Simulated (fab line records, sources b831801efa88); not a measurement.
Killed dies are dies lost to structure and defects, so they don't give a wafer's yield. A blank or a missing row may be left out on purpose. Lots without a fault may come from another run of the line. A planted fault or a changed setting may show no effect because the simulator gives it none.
A struck lot beside a sound one | flow sfq_line | 18 steps out of a route of 325
Sound: wafers L567.2, L567.5, L567.6. Struck: wafers L575.2, L575.5, L575.6. The cause comes at the end.
At each step with rows: each side's tool, then ch and its chambers, then its first start. Under that, the readings that differ: sound wafers | struck wafers | difference of the means | sigmas: that difference in standard deviations of wafers without a fault.
alike: readings whose means differ by less than 2 such deviations, and words and numbers that are the same on both sides. not compared: withheld readings, readings that some wafer has no value for, bounds like >300 that may hide the same value, and numbers for which the record gives no deviation and whose values overlap.
The two part at a step that has a row with sigmas, a row that says differs or no value, or rows on one side only. Numbers that don't overlap but have no deviation are shown without sigmas and don't part them. A reading that every wafer of one side lacks parts them only if that side has two wafers or more.

SFQ_I0_OVL_MEAS_908:
  sound on overlay-02, day 18 00:36; struck on overlay-01, day 21 12:50
  alike: I0_OVL
SFQ_TRILAYER_I0_VIA_BARC_OPEN_VIA_ETCH_046: etches BARC in O2, target depth 125 nm, time 41.7 s.
  sound on rie_diel-02 ch 0,1, day 18 00:38; struck on rie_diel-02 ch 1,3, day 21 12:52
  alike: drypump_motor_current_A, oes_product_au
  not compared: rf_hours_counter_h
SFQ_TRILAYER_I0_VIA_ETCH_VIA_ETCH_034: etches SiO2 in CHF3, stops on Nb, target depth 260 nm.
  sound on rie_diel-02 ch 0,1, day 18 00:41; struck on rie_diel-02 ch 1,3, day 21 12:54
  alike: drypump_motor_current_A, oes_product_au
SFQ_TRILAYER_I0_VIA_STRIP_STRIP_035: strips in O2.
  sound on rie_metal-02 ch 0,1, day 18 00:52; struck on rie_metal-03 ch 0,1, day 21 13:01
  alike: drypump_motor_current_A, oes_product_au
  not compared: rf_hours_counter_h
then, 2 steps without rows for these wafers: SFQ_TRILAYER_I0_VIA_STRIP_SOLV_CLEAN_036 (cleans in NMP, time 600 s); SFQ_TRILAYER_M1_DEP_PRE_CLEAN_038 (time 22.5 s).
SFQ_TRILAYER_M1_DEP_SPUTTER_037: material Nb, target thk 200 nm, time 133.3 s.
  sound on pvd_sputter-04, day 18 01:40; struck on pvd_sputter-03, day 21 13:49
  alike: throttle_valve_pct
SFQ_M1_RS_MEAS_909: measures by four-point-probe.
  sound on film_metro-03, day 18 01:46; struck on film_metro-01, day 21 13:56
  alike: M1_NB_RS
then, 3 steps without rows for these wafers: SFQ_TRILAYER_M1_LITHO_COAT_044 (resist thk 62 nm); SFQ_TRILAYER_M1_LITHO_COAT_039 (resist thk 600 nm); SFQ_TRILAYER_M1_LITHO_SOFTBAKE_043.
-- the record jumps here: 5 days lie between the struck wafers' starts before and after --
SFQ_TRILAYER_M1_LITHO_EXPOSE_040: exposes mask M1, target cd 500 nm.
  sound on krf_scanner-02 ch 0, day 24 20:35; struck on krf_scanner-01 ch 0, day 26 22:34
  reading              | sound                | struck               | difference | sigmas
  exposure_dose_mJ_cm2 | 14.388 14.381 14.369 | 14.864 14.854 14.848 | +0.476     | +28
  alike: mask
then, 2 steps without rows for these wafers: SFQ_TRILAYER_M1_LITHO_PEB_042 (peb time 60 s); SFQ_TRILAYER_M1_LITHO_DEVELOP_041 (time 60 s).
SFQ_M1_OVL_MEAS_911:
  sound on overlay-01, day 24 21:53; struck on overlay-01, day 26 23:53
  alike: M1_OVL
SFQ_TRILAYER_M1_BARC_OPEN_METAL_ETCH_054: etches BARC in O2, target depth 125 nm, time 41.7 s.
  sound on rie_metal-04 ch 0,1, day 24 21:55; struck on rie_metal-04 ch 0,1, day 26 23:55
  reading             | sound             | struck            | difference | sigmas
  model.M1.cd_nm (nm) | 501.1 501.8 501.2 | 495.7 493.8 494.8 | -6.6       |
  alike: drypump_motor_current_A, oes_product_au
  not compared: rf_hours_counter_h
SFQ_TRILAYER_M1_ETCH_METAL_ETCH_042: etches Nb in Cl2/Ar, stops on SiO2, target depth 240 nm, time 120 s.
  sound on rie_metal-04 ch 0,1, day 24 21:59; struck on rie_metal-04 ch 0,1, day 26 23:58
  reading             | sound             | struck            | difference | sigmas
  model.M1.cd_nm (nm) | 500.6 500.4 501.2 | 498.2 495.4 494.7 | -4.6       |
  alike: drypump_motor_current_A, oes_product_au
  not compared: rf_hours_counter_h
SFQ_TRILAYER_M1_STRIP_STRIP_043: strips in O2.
  sound on rie_metal-04 ch 0,1, day 24 22:07; struck on rie_metal-04 ch 0,1, day 27 00:05
  alike: drypump_motor_current_A, oes_product_au
  not compared: rf_hours_counter_h

WHERE THEY PART
Only at SFQ_TRILAYER_M1_LITHO_EXPOSE_040, within this record. Later steps at which nothing parts them and some readings are alike: SFQ_M1_OVL_MEAS_911, SFQ_TRILAYER_M1_BARC_OPEN_METAL_ETCH_054, SFQ_TRILAYER_M1_ETCH_METAL_ETCH_042, SFQ_TRILAYER_M1_STRIP_STRIP_043.

WHY: what the simulator had put in
Process parameter drift: krf_scanner-01, from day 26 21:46 on, at SFQ_TRILAYER_M1_LITHO_EXPOSE_040. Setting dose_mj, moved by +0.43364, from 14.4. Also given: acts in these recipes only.
